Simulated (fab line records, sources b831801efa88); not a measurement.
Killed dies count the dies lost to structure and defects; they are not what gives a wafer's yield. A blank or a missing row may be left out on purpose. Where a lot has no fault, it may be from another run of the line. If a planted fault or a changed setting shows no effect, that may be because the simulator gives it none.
A struck lot beside a sound one :: flow gf180mcu :: 35 steps out of a route of 602
Sound: these wafers, L392.2, L392.3, L392.4. The struck wafers were L401.4, L401.5, L401.6. The cause comes at the end.
Per side, at each step with rows, come the tool, then ch with its chambers, and then its first start. Under that, the readings that differ: sound wafers :: struck wafers :: difference of the means :: sigmas: that difference in standard deviations of wafers without a fault.
alike: a reading whose means differ by less than 2 such deviations, as well as words and numbers matching on both sides. not compared: withheld readings; readings where some wafer has no value; bounds like >300 that might hide an equal value; numbers whose values overlap and for which the record gives no deviation.
A row with sigmas, a row that says differs or no value, or rows on one side alone: a step with any of these is where the two part. Numbers that don't overlap but have no deviation are shown without sigmas and don't part them. A reading that every wafer of one side lacks parts them only if that side has two wafers or more.

GF_HV_LDD_STRIP_49: strips in O2/N2.
  sound on plasma_asher-02 ch 0,1, day 12 05:03; struck on plasma_asher-04 ch 0,1, day 15 08:35
reading: drypump_motor_current_A (A)
sound: 6.0 6.3 6.0
struck: 5.0 5.3 5.0
difference: -1.0
sigmas: -2
  alike: heater_power_w, oes_product_au, strip_time_to_endpoint_s
  not compared: rf_hours_counter_h
GF_HV_LDD_TW_MEAS_50:
  sound: film_metro-04 at day 12 05:10; struck: film_metro-01 at day 15 08:41
  alike: HV_LDD_4_TW
then, 1 step without rows for these wafers: GF_HV_LDD_CLEAN_51 (cleans in SC1/SC2, time 150 s).
GF_HV_LDD_RTA_52: time 10 s.
  sound on rtp_anneal-01 ch 0, day 12 05:16; struck on rtp_anneal-02 ch 0, day 15 08:47
reading: lamp_power_pct (%)
sound: 33.2 33.1 33.2
struck: 31.3 31.3 31.3
difference: -1.9
sigmas: -2
  alike: wafer_temp_C_max
then, 1 step without rows for these wafers: GF_HV_LDD_CVD_54 (deposits SiO2 from TEOS, target thk 10 nm, time 75 s).
GF_HV_LDD_THK_MEAS_55:
  sound: film_metro-02 at day 12 06:29; struck: film_metro-04 at day 15 10:00
  alike: HV_LDD_CVD_54_THK
then, 1 step without rows for these wafers: GF_HV_LDD_CVD_56 (deposits Si3N4 from DCS/NH3, target thk 90 nm, time 1543 s).
GF_HV_LDD_THK_MEAS_57:
  sound: film_metro-02 at day 12 07:58; struck: film_metro-01 at day 15 11:29
  alike: HV_LDD_CVD_56_THK
GF_HV_LDD_ETCHBACK_58: etches Si3N4 in CH3F/O2, stops on SiO2, time 100 s, target depth 90 nm.
  sound on rie_diel-01 ch 1,2,3, day 12 08:01; struck on rie_diel-04 ch 1,2, day 15 11:31
  alike: bias_w, drypump_motor_current_A, oes_product_au, throttle_valve_pct
  not compared: rf_hours_counter_h
then, 2 steps without rows for these wafers: GF_NSD_DEHYDRATE_00 (time 60 s); GF_NSD_HMDS_01 (prime time 60 s).
GF_NSD_COAT_02: resist thk 1000 nm.
  struck on litho_track-02, day 15 21:37; sound on litho_track-02 ch 0, day 12 17:25
  no value came back on the struck wafers for chill_plate_temp_C (C), dispense_pressure_kPa (kPa), resist_line_temp_C (C); on the sound wafers chill_plate_temp_C (C) reads 22.71 22.91 23.08
then, 4 steps without rows for these wafers: GF_NSD_SOFTBAKE_03 (time 60 s); GF_NSD_EXPOSE_04 (exposes mask Nplus, target cd 400 nm); GF_NSD_PEB_05; GF_NSD_DEVELOP_06 (develop time 60 s).
GF_NSD_CD_MEAS_07: the cd target is 400 nm.
  sound: cd_sem-01 at day 13 03:34; struck: cd_sem-01 at day 16 08:16
reading: cd_nm (nm)
sound: 400.0 398.6 401.8
struck: - - -
difference: no value on the struck wafers
sigmas: 
GF_NSD_OVL_MEAS_08:
  sound: overlay-02 at day 13 03:40; struck: overlay-01 at day 16 08:20
reading: NSD_OVL (nm)
sound: 3.4 2.4 1.6
struck: - - -
difference: no value on the struck wafers
sigmas: 
then, 2 steps without rows for these wafers: GF_NSD_IMPLANT_09; GF_NSD_IMPLANT_10.
GF_NSD_STRIP_11: strips in O2/N2.
  sound on plasma_asher-03 ch 0,1, day 13 04:00; struck on plasma_asher-01 ch 0,1, day 16 08:41
  no value came back on the struck wafers for oes_product_au (a.u.), strip_time_to_endpoint_s (s); on the sound wafers oes_product_au (a.u.) reads 0.486 0.491 0.497
reading: drypump_motor_current_A (A)
sound: 6.1 6.4 6.1
struck: 4.7 4.7 5.5
difference: -1.2
sigmas: -2
  alike: heater_power_w
  not compared: rf_hours_counter_h
GF_NSD_TW_MEAS_12:
  sound: film_metro-04 at day 13 04:07; struck: film_metro-03 at day 16 08:47
reading: NSD_TW
sound: 4183 4211 4196
struck: 4343 4338 4346
difference: +146
sigmas: +3
then, 7 steps without rows for these wafers: GF_PSD_DEHYDRATE_00 (time 60 s); GF_PSD_HMDS_01 (prime time 60 s); GF_PSD_COAT_02 (resist thk 1000 nm); GF_PSD_SOFTBAKE_03 (time 60 s); GF_PSD_EXPOSE_04 (exposes mask Pplus, target cd 400 nm); GF_PSD_PEB_05; GF_PSD_DEVELOP_06 (develop time 60 s).
GF_PSD_CD_MEAS_07: the cd target is 400 nm.
  sound: cd_sem-01 at day 14 00:13; struck: cd_sem-01 at day 17 07:07
  alike: cd_nm
GF_PSD_OVL_MEAS_08:
  sound: overlay-01 at day 14 00:19; struck: overlay-01 at day 17 07:11
  alike: PSD_OVL
next, for these wafers, 1 step has no rows: GF_PSD_IMPLANT_09.
GF_PSD_STRIP_10: strips in O2/N2.
  sound on plasma_asher-01 ch 0,1, day 14 00:30; struck on plasma_asher-03 ch 0,1, day 17 07:23
  alike: drypump_motor_current_A, heater_power_w, oes_product_au, strip_time_to_endpoint_s
  not compared: rf_hours_counter_h
GF_PSD_TW_MEAS_11:
  sound: film_metro-04 at day 14 00:37; struck: film_metro-04 at day 17 07:29
reading: PSD_TW
sound: 3135 3149 3124
struck: 4227 4234 4220
difference: +1091
sigmas: +26
then, 1 step without rows for these wafers: GF_PSD_CLEAN_12 (cleans in SC1/SC2, time 150 s).

WHERE THEY PART
First at GF_HV_LDD_STRIP_49; last, within this record, at GF_PSD_TW_MEAS_11.

WHY: what had been put in by the simulator
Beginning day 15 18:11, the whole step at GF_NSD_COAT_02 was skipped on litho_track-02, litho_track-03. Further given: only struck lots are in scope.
